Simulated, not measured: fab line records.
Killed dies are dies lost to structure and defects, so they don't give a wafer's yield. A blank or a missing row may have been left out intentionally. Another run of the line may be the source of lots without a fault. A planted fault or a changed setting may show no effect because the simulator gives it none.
Which tool is to blame?    flow gf180mcu    21 wafers from 7 lots sampled at 2 of the route's 602 steps

## WHAT THE GAUGES READ, wafer by wafer
GF_VT_IMPLANT_TW_MEAS_43.
lot   measured      on             VT_IMPLANT_4_TW
L675  day 8 04:54   film metro-04  689 690 688
L677  day 8 15:18   film metro-04  690 688 692
L679  day 9 03:34   film metro-04  695 691 694
L686  day 11 03:00  film metro-04  666 667 665
L690  day 12 06:16  film metro-03  664 663 665
L692  day 12 20:40  film metro-01  694 696 698
L696  day 13 21:55  film metro-04  696 695 694

## TOOL THAT RAN EACH LOT (tool first, then ch and the chambers of the sampled wafers, then the start)
lot   GF_VT_IMPLANT_IMPLANT_41
L675  implanter-02 ch 0, day 8 04:39
L677  implanter-01 ch 0, day 8 15:03
L679  implanter-03 ch 0, day 9 03:21
L686  implanter-02 ch 0, day 11 02:45
L690  implanter-02 ch 0, day 12 06:01
L692  implanter-03 ch 0, day 12 20:25
L696  implanter-01 ch 0, day 13 21:42
- GF_VT_IMPLANT_IMPLANT_41

## THE ANSWER, worked out from the rows above alone
Rule: what is usual is taken from the lots themselves. The widest of any qualifying gaps counts: lots, ordered by their means at a reading, are off when they make up no more than a third of the lots, leave a main group of 4 or more, and stand apart from it by 3 or more times the standard deviation of that group's means. If all means in a main group match to the digits the tables above print for the reading, that group is not used. Also off: a lot with no number at a reading for which 4 or more lots have one. Any other lot the step has rows for is counted as sound.
Off: L686, L690, seen at GF_VT_IMPLANT_TW_MEAS_43 (VT_IMPLANT_4_TW). For the main group the mean is 693 and the standard deviation 2.7.
If a tool, at a process step before that reading, ran all the lots that are off and no sound lot after the first of them, it fits. The gauges at GF_VT_IMPLANT_TW_MEAS_43 are tried like those tools. One fits: GF_VT_IMPLANT_IMPLANT_41 on implanter-02. Its last sound lot is L675 (day 8 04:39), its first lot that is off L686 (day 11 02:45): a fault that began between those two fits.

## WHAT HAD BEEN PUT IN BY THE SIMULATOR
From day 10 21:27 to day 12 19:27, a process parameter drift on implanter-02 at GF_VT_IMPLANT_IMPLANT_41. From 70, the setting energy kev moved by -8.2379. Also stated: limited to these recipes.
Shown lots that were struck: L686, L690. The rule above reached the same finding.
